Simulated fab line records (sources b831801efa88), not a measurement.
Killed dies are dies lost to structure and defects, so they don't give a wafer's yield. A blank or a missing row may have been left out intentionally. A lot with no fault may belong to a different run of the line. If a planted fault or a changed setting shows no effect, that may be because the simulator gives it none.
A lot that was struck, set against a sound lot    flow gf180mcu    13 steps out of a route of 602
Sound: the wafers L823.3, L823.4, L823.5. Wafers struck: L830.2, L830.5, L830.6. At the end, the cause is stated.
Each step with rows lists, per side, the tool, then ch with its chambers, then its first start. Under that, the readings that differ: sound wafers    struck wafers    difference of the means    sigmas: that difference in standard deviations of wafers without a fault.
alike: readings with means less than 2 such deviations apart, plus words and numbers identical on both sides. not compared: withheld readings, readings lacking a value on some wafer, bounds such as >300 that could conceal the same value, and numbers that have no deviation in the record and whose values overlap.
Wherever a step has rows on one side only, a row that says differs or no value, or a row with sigmas, the two part there. When numbers do not overlap yet have no deviation, they are printed without sigmas and do not part them. A reading missing from all wafers of one side parts the sides only when that side holds two or more wafers.

GF_V2_CD_MEAS_14: the cd target is 260 nm.
  sound on cd_sem-01 at day 23 08:46; struck on cd_sem-01 at day 25 15:31
  alike: cd_nm
GF_V2_OVL_MEAS_15:
  sound on overlay-01 at day 23 08:51; struck on overlay-01 at day 25 15:37
  alike: V2_OVL
GF_V2_ETCH_16: etches BARC in N2/H2.
  sound on rie_diel-04 ch 0,1, day 23 08:53; struck on rie_diel-04 ch 0,3, day 25 15:38
  alike: drypump_motor_current_A, oes_product_au, throttle_valve_pct
GF_V2_ETCH_17: etches SiO2 in C4F8/O2/Ar, stops on TiN, target depth 630 nm.
  sound on rie_diel-04 ch 0,1; struck on rie_diel-04 ch 0,3
  alike: oes_product_au
GF_V2_STRIP_18: strips in O2/N2.
  sound on plasma_asher-03 ch 0,1, day 23 09:02; struck on plasma_asher-03 ch 0,1, day 25 15:46
  alike: drypump_motor_current_A, heater_power_w, oes_product_au
  not compared: rf_hours_counter_h
then, 2 steps without rows for these wafers: GF_V2_STRIP_19 (strips in post etch residue remover, time 1200 s); GF_V2_CLEAN_20 (cleans in DIW).
GF_V2_SPUTTER_21: material Ti, target thk 15 nm, time 80.02 s.
  sound on pvd_sputter-03 at day 23 09:36; struck on pvd_sputter-01 at day 25 16:19
  alike: throttle_valve_pct
then, 1 step without rows for these wafers: GF_V2_SPUTTER_22 (material TiN, target thk 10 nm, time 40 s).
GF_V2_CVD_23: deposits W, target thk 350 nm, time 104.94 s.
  sound on cvd_w-02 ch 0,1, day 23 09:44; struck on cvd_w-02 ch 0,1, day 25 16:25
  alike: heater_power_w
GF_V2_RS_MEAS_24: the measuring method here is four-point-probe.
  sound on film_metro-01 at day 23 09:51; struck on film_metro-01 at day 25 16:32
  alike: V2_W_RS
GF_V2_THK_MEAS_25: measures by xrf.
  sound on film_metro-01 at day 23 09:57; struck on film_metro-01 at day 25 16:39
  alike: V2_W_THK
GF_V2_CMP_26: polishes, stops on SiO2, t overpolish 15 s, target thk 0 nm.
  sound on cmp-02 ch 0,1, day 23 10:02; struck on cmp-02 ch 0,1, day 25 16:42
reading                 sound                 struck             difference  sigmas
overpolish_run_s (s)    15.000 14.980 15.009  0.032 0.045 0.048  -14.955     -99 or more
time_to_endpoint_s (s)  84 80 81              131 129 131        +49         +14
  alike: motor_current_A, slurry_flow_ml_min

== WHERE THEY PART ==
Only at GF_V2_CMP_26, as far as this record shows.

WHY: the cause the simulator had injected
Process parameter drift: cmp-02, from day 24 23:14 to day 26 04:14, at GF_V2_CMP_26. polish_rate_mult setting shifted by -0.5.
